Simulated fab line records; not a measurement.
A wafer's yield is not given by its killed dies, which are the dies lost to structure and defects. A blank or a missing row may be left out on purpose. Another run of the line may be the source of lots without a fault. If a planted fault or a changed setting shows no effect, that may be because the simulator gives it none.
fab line records | flow gf180mcu | part 2 of 2: steps 24 to 33 of 33
record: lots: 5 | wafers: 15 | last_day: 34
route steps=602 shown STI@4 DNWELL@32
lots untouched by any fault: they come from a run of this same line in which no faults occurred
start_h: start of the lot's first displayed wafer, in hours after the record's first day | wait_h: hours from the lot's prior step to this one | " same as the row above | L1.1+2: a row that stands for several wafers | - no value, or no start was given | * or withheld: withheld | < > ~ a bound
route shown NAME@n: NAME is a module with steps in the file, n the number in the route of the first one | usual: mean/standard deviation taken from wafers without a fault | same: alike in all rows | chamber/n: place in a boat | sites: each site's reading | _std_site: the standard deviation of these | _edge_site: the outer-site mean with the inner-site mean subtracted | radius_mm: for every site, how far away it sits from the centre of the wafer | mask NAME#n: copy n | behind: the most recent tool/chamber to have shaped the wafer | hold: cause of the lot's hold/its duration in hours/its outcome | device: transistor that didn't switch, given as n, p or np | end of line: the same wafers' tests at the end of the route | a step given without rows: its recipe and nothing more | killed: the dies lost at the first sort to structure and to defects; this is not the yield of the wafer | map: the dies of a wafer, with x for killed, . for not killed, _ for no die there
set.NAME: the run value of the setting; set.NAME@STEP: its run value at that earlier step | model.NAME: the simulator's own value behind a step, which no gauge read
a table for each step, a row for each wafer; lots at some steps of the route
services: the hour from which a tool's chamber was out of use, counted from the record's first day as start_h (under 0 if before that day), plus the number of hours and why
== steps ==
step: GF_STI_WET_ETCH_26
recipe: chemistry: dHF | target_depth_nm: 94 | target: SiO2 | temp_c: 25 | dilution: 10:1 | time_s: 188
lot.wafer  | tool         | chamber | start_h | wait_h
L077.2+4+5 | wet_bench-02 | 0       | 44.47   | 0.2
L082.1+5+6 | wet_bench-01 | 1       | 73.95   | 0.1
L089.2+3+5 | wet_bench-03 | 0       | 104.85  | 0.2
L093.2+4+6 | wet_bench-01 | 3       | 126.55  | 0.1
L095.1+3+5 | wet_bench-02 | 2       | 137.85  | 0.1
step: GF_STI_WET_ETCH_27
recipe: chemistry: H3PO4 | target_depth_nm: 160 | target: Si3N4 | temp_c: 160 | time_s: 1825
usual: bath_guard_temp_C: 160.1/0.82
lot.wafer | tool         | chamber | start_h | wait_h | bath_guard_temp_C
L077.2    | wet_bench-01 | 1       | 44.53   | 0.0    | 158.8
L077.4    | "            | 1       | "       | "      | 158.7
L077.5    | "            | 1       | "       | "      | 158.8
L082.1    | wet_bench-02 | 3       | 74.01   | 0.0    | 161.1
L082.5    | "            | 3       | "       | "      | 161.4
L082.6    | "            | 3       | "       | "      | 160.9
L089.2    | wet_bench-02 | 2       | 104.91  | 0.0    | 159.8
L089.3    | "            | 2       | "       | "      | 159.9
L089.5    | "            | 2       | "       | "      | 160.1
L093.2    | wet_bench-03 | 0       | 126.61  | 0.0    | 159.8
L093.4    | "            | 0       | "       | "      | 159.4
L093.6    | "            | 0       | "       | "      | 159.4
L095.1    | wet_bench-01 | 2       | 137.91  | 0.0    | 159.5
L095.3    | "            | 2       | "       | "      | 159.1
L095.5    | "            | 2       | "       | "      | 159.6
step: GF_STI_WET_ETCH_28
recipe: chemistry: dHF | target_depth_nm: 20 | dry: ipa_marangoni | target: SiO2 | temp_c: 25 | dilution: 10:1 | time_s: 40
lot.wafer  | tool         | chamber | start_h | wait_h
L077.2+4+5 | wet_bench-03 | 1       | 45.14   | 0.0
L082.1+5+6 | wet_bench-01 | 1       | 74.53   | 0.0
L089.2+3+5 | wet_bench-02 | 3       | 105.66  | 0.1
L093.2+4+6 | wet_bench-02 | 2       | 127.12  | 0.0
L095.1+3+5 | wet_bench-02 | 1       | 138.42  | 0.0
step: GF_STI_OXIDATION_29
recipe: temp_c: 900 | ambient: O2 | stabilise_s: 600 | purge_s: 300 | target_thk_a: 100 | ox_time_s: 1418
usual: tube_center_temp_C_max: 902.3/0.38
same: purge_s: 300
lot.wafer | tool       | chamber | start_h | wait_h | tube_center_temp_C_max
L077.2    | furnace-01 | 0       | 46.43   | 1.3    | 902.3
L077.4    | "          | 0       | "       | "      | 902.3
L077.5    | "          | 0       | "       | "      | 902.2
L082.1    | furnace-02 | 0       | 74.55   | 0.0    | 902.4
L082.5    | "          | 0       | "       | "      | 902.0
L082.6    | "          | 0       | "       | "      | 902.4
L089.2    | furnace-02 | 0       | 106.36  | 0.7    | 902.2
L089.3    | "          | 0       | "       | "      | 902.7
L089.5    | "          | 0       | "       | "      | 902.4
L093.2    | furnace-02 | 0       | 127.14  | 0.0    | 902.4
L093.4    | "          | 0       | "       | "      | 902.7
L093.6    | "          | 0       | "       | "      | 901.6
L095.1    | furnace-02 | 0       | 138.44  | 0.0    | 903.3
L095.3    | "          | 0       | "       | "      | 902.6
L095.5    | "          | 0       | "       | "      | 901.8
step: GF_STI_THK_MEAS_30
recipe: reads: SiO2_of_STI_OXIDATION_29
usual: STI_OXIDATION_02_THK: 9.98/0.19
lot.wafer | tool          | chamber | start_h | wait_h | STI_OXIDATION_02_THK[nm]
L077.2    | film_metro-04 | -       | 47.83   | 0.0    | 10.15
L077.4    | "             | -       | "       | "      | 10.21
L077.5    | "             | -       | "       | "      | 10.21
L082.1    | film_metro-01 | -       | 75.94   | 0.0    | 9.76
L082.5    | "             | -       | "       | "      | 9.70
L082.6    | "             | -       | "       | "      | 9.80
L089.2    | film_metro-01 | -       | 107.76  | 0.0    | 10.09
L089.3    | "             | -       | "       | "      | 10.07
L089.5    | "             | -       | "       | "      | 10.04
L093.2    | film_metro-04 | -       | 128.55  | 0.0    | 9.90
L093.4    | "             | -       | "       | "      | 10.05
L093.6    | "             | -       | "       | "      | 9.96
L095.1    | film_metro-04 | -       | 139.84  | 0.0    | 10.45
L095.3    | "             | -       | "       | "      | 10.10
L095.5    | "             | -       | "       | "      | 10.02
step: GF_DNWELL_DEHYDRATE_00
recipe: temp_c: 200 | time_s: 60
usual: chill_plate_temp_C: 22.98/0.11 | heater_power_total_W: 160.38/0.13
lot.wafer | tool           | chamber | start_h | wait_h | chill_plate_temp_C | heater_power_total_W
L077.2    | litho_track-01 | 0       | 53.24   | 5.4    | 22.92              | 160.50
L077.4    | "              | 0       | "       | "      | 23.02              | 160.52
L077.5    | "              | 0       | "       | "      | 23.11              | 160.54
L082.1    | litho_track-02 | 0       | 81.68   | 5.7    | 23.06              | 160.51
L082.5    | "              | 0       | "       | "      | 23.08              | 160.47
L082.6    | "              | 0       | "       | "      | 23.03              | 160.44
L089.2    | litho_track-04 | 0       | 114.18  | 6.4    | 23.01              | 160.34
L089.3    | "              | 0       | "       | "      | 22.97              | 160.52
L089.5    | "              | 0       | "       | "      | 22.90              | 160.59
L093.2    | litho_track-02 | 0       | 136.10  | 7.5    | 22.89              | 160.28
L093.4    | "              | 0       | "       | "      | 22.79              | 160.43
L093.6    | "              | 0       | "       | "      | 22.84              | 160.21
L095.1    | litho_track-02 | 0       | 147.12  | 7.3    | 22.85              | 160.51
L095.3    | "              | 0       | "       | "      | 23.02              | 160.35
L095.5    | "              | 0       | "       | "      | 23.11              | 160.31
step: GF_DNWELL_HMDS_01
recipe: prime_time_s: 60 | prime_temp_c: 120
usual: chill_plate_temp_C: 22.99/0.091
lot.wafer | tool           | chamber | start_h | wait_h | chill_plate_temp_C
L077.2    | litho_track-01 | 0       | 53.39   | 0.1    | 23.08
L077.4    | "              | 0       | "       | "      | 23.01
L077.5    | "              | 0       | "       | "      | 22.90
L082.1    | litho_track-02 | 0       | 81.83   | 0.1    | 22.99
L082.5    | "              | 0       | "       | "      | 22.93
L082.6    | "              | 0       | "       | "      | 22.92
L089.2    | litho_track-04 | 0       | 114.33  | 0.1    | 23.22
L089.3    | "              | 0       | "       | "      | 23.10
L089.5    | "              | 0       | "       | "      | 22.95
L093.2    | litho_track-02 | 0       | 136.25  | 0.1    | 22.97
L093.4    | "              | 0       | "       | "      | 22.89
L093.6    | "              | 0       | "       | "      | 22.98
L095.1    | litho_track-02 | 0       | 147.27  | 0.1    | 22.98
L095.3    | "              | 0       | "       | "      | 22.91
L095.5    | "              | 0       | "       | "      | 22.94
step: GF_DNWELL_COAT_02
recipe: spin_rpm: 2000 | resist_thk_nm: 3000
usual: chill_plate_temp_C: 23.03/0.092
lot.wafer | tool           | chamber | start_h | wait_h | chill_plate_temp_C
L077.2    | litho_track-01 | 0       | 53.54   | 0.1    | 23.14
L077.4    | "              | 0       | "       | "      | 23.17
L077.5    | "              | 0       | "       | "      | 23.32
L082.1    | litho_track-02 | 0       | 81.98   | 0.1    | 23.02
L082.5    | "              | 0       | "       | "      | 22.97
L082.6    | "              | 0       | "       | "      | 23.08
L089.2    | litho_track-04 | 0       | 114.48  | 0.1    | 23.12
L089.3    | "              | 0       | "       | "      | 22.98
L089.5    | "              | 0       | "       | "      | 22.88
L093.2    | litho_track-02 | 0       | 136.40  | 0.1    | 23.03
L093.4    | "              | 0       | "       | "      | 23.08
L093.6    | "              | 0       | "       | "      | 23.00
L095.1    | litho_track-02 | 0       | 147.42  | 0.1    | 22.93
L095.3    | "              | 0       | "       | "      | 23.04
L095.5    | "              | 0       | "       | "      | 22.74
step: GF_DNWELL_SOFTBAKE_03
recipe: temp_c: 110 | time_s: withheld
usual: chill_plate_temp_C: 23.00/0.11 | heater_power_total_W: 65.31/0.13
lot.wafer | tool           | chamber | start_h | wait_h | chill_plate_temp_C | heater_power_total_W
L077.2    | litho_track-01 | 0       | 53.69   | 0.1    | 23.08              | 65.17
L077.4    | "              | 0       | "       | "      | 22.95              | 65.42
L077.5    | "              | 0       | "       | "      | 22.89              | 65.23
L082.1    | litho_track-02 | 0       | 82.13   | 0.1    | 23.15              | 65.09
L082.5    | "              | 0       | "       | "      | 23.01              | 65.25
L082.6    | "              | 0       | "       | "      | 23.08              | 65.13
L089.2    | litho_track-04 | 0       | 114.64  | 0.1    | 22.93              | 65.31
L089.3    | "              | 0       | "       | "      | 23.15              | 65.36
L089.5    | "              | 0       | "       | "      | 23.12              | 65.36
L093.2    | litho_track-02 | 0       | 136.56  | 0.1    | 22.95              | 65.30
L093.4    | "              | 0       | "       | "      | 22.98              | 65.23
L093.6    | "              | 0       | "       | "      | 23.03              | 65.25
L095.1    | litho_track-02 | 0       | 147.57  | 0.1    | 23.11              | 65.22
L095.3    | "              | 0       | "       | "      | 22.96              | 65.46
L095.5    | "              | 0       | "       | "      | 23.20              | 65.24
step: GF_DNWELL_EXPOSE_04
recipe: mask_id: DNWELL | target_cd_nm: 1700 | na: 0.6 | source_shape: conventional | sigma_outer: 0.6 | dose_mj: 260
usual: reticle_temp_C: 22.99/0.098
lot.wafer | tool             | chamber | start_h | wait_h | mask     | reticle_temp_C
L077.2    | iline_stepper-02 | 0       | -       | -      | DNWELL#0 | 22.99
L077.4    | "                | 0       | "       | "      | DNWELL#0 | 23.03
L077.5    | "                | 0       | "       | "      | DNWELL#0 | 22.93
L082.1    | iline_stepper-01 | 0       | -       | -      | DNWELL#0 | 23.02
L082.5    | "                | 0       | "       | "      | DNWELL#0 | 22.95
L082.6    | "                | 0       | "       | "      | DNWELL#0 | 22.89
L089.2    | iline_stepper-02 | 0       | -       | -      | DNWELL#0 | 23.10
L089.3    | "                | 0       | "       | "      | DNWELL#0 | 22.96
L089.5    | "                | 0       | "       | "      | DNWELL#0 | 22.99
L093.2    | iline_stepper-01 | 0       | -       | -      | DNWELL#0 | 22.99
L093.4    | "                | 0       | "       | "      | DNWELL#0 | 23.12
L093.6    | "                | 0       | "       | "      | DNWELL#0 | 23.05
L095.1    | iline_stepper-02 | 0       | -       | -      | DNWELL#0 | 23.09
L095.3    | "                | 0       | "       | "      | DNWELL#0 | 22.99
L095.5    | "                | 0       | "       | "      | DNWELL#0 | 23.09
== services ==
tool             | chamber | start_h | hours | kind
rie_diel-01      | 0       | 8.55    | 3.1   | repair
cmp-02           | -       | 10.39   | 0.3   | repair
iline_stepper-01 | -       | 13.70   | 3.6   | repair
iline_stepper-01 | -       | 23.12   | 1.3   | repair
cmp-02           | -       | 28.96   | 4.1   | repair
iline_stepper-02 | -       | 30.67   | 2.2   | repair
krf_scanner-02   | -       | 33.41   | 0.8   | pm
krf_scanner-01   | -       | 34.55   | 1.0   | pm
wet_bench-01     | -       | 35.70   | 1.9   | pm
iline_stepper-01 | -       | 41.74   | 27.1  | repair
krf_scanner-02   | -       | 46.20   | 3.4   | repair
krf_scanner-02   | -       | 52.77   | 5.4   | repair
cmp-02           | -       | 70.81   | 2.8   | repair
krf_scanner-02   | -       | 72.66   | 0.6   | repair
krf_scanner-02   | -       | 90.48   | 1.0   | pm
rie_diel-01      | 1       | 95.60   | 9.7   | repair
cmp-02           | -       | 97.34   | 1.9   | repair
lpcvd-01         | -       | 98.44   | 1.1   | repair
krf_scanner-02   | -       | 108.93  | 134.1 | repair
iline_stepper-02 | -       | 118.54  | 3.6   | repair
cmp-02           | -       | 125.31  | 11.3  | pm
hdpcvd-01        | -       | 128.15  | 6.0   | pm
furnace-02       | -       | 133.39  | 3.5   | pm
iline_stepper-02 | -       | 133.55  | 5.3   | repair
